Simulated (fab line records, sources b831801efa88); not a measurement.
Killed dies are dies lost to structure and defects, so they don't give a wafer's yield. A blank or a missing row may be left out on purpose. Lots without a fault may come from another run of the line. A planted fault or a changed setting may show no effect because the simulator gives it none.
Problem report in the 8D (eight disciplines) form, filled by code | flow sky130 | the parts of the form that need people (team, actions taken, sign-off) are left out

1. THE PROBLEM
strip_time_to_endpoint_s at SKY_NWELL_STRIP_25 reads a mean of 15.70 s on 9 wafers of 3 lots; wafers without a fault read 36.90 s with a standard deviation of 0.12. That is -99 or more standard deviations from the usual mean.
The step: strips in O2/N2.
First seen on wafer L330.2, day 8 09:18, on plasma_asher-02. The record holds 39 wafers of 13 lots with a number at this step. Rule for "out", or "out of limits": more than 4 standard deviations from the usual mean. The other wafers with a number count as sound.

2. WHAT IT IS AND WHAT IT IS NOT
question                    | is                               | is not
which readings at this step | strip_time_to_endpoint_s         | drypump_motor_current_A
which lots                  | L330, L331, L332                 | L318, L319, L322, L323, L324, L325, L328, L329, L337, L341
which wafers of those lots  | all that have a number           | -
read on which tools         | plasma_asher-02, plasma_asher-03 | plasma_asher-04
when                        | from day 8 09:18                 | up to then (24 sound wafers); but 6 sound wafers of L337, L341 came after

3. SUSPECTS, AND WHAT RULES EACH OUT
Counting: a tool at a process step up to the reading stays a suspect if it ran every lot that is out and no sound lot after the first of them.
- litho_track-02 at SKY_NWELL_COAT_18 (resist thk 3000 nm): kept. It ran every lot that is out, first L330 (day 7 22:27), and no sound lot after that; its last sound lot up to then is L328 (day 7 11:25).
Left after counting: litho_track-02 at SKY_NWELL_COAT_18.

4. THE CAUSE (what the simulator had put in)
Process parameter drift: litho_track-02, from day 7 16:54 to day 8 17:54, at SKY_NWELL_COAT_18. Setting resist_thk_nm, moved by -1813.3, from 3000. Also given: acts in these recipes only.
Counting left only this tool.

5. THE CHAIN OF EFFECTS, in route order
Each row: a reading whose mean over the struck wafers that have a number lies more than 3 standard deviations from the usual. Only readings for which the record gives a usual standard deviation are gone through. hours: the time from each lot's start at the first step in this table that gives one to its start at this step, as a median over the lots. sigmas: the change in usual standard deviations.
hours | step               | reading                  | usual   | on struck wafers | change | sigmas
0     | SKY_NWELL_STRIP_25 | strip_time_to_endpoint_s | 36.90 s | 15.70            | -21.20 | -99 or more
The process steps in it:
- SKY_NWELL_STRIP_25: strips in O2/N2.

6. WHAT WOULD HAVE CAUGHT IT SOONER
In this record the first reading out of limits was taken at day 8 09:18, 16 hours after the fault began at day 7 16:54.
Of the tool readings at SKY_NWELL_COAT_18 for which the record gives a usual standard deviation, none was out on any struck wafer, so an alarm limit of 4 standard deviations on them would not have fired.
Of the lots that are out (3), L332 began SKY_NWELL_COAT_18 on litho_track-02 after day 8 09:18. A hold on the tool at that time would have spared it.
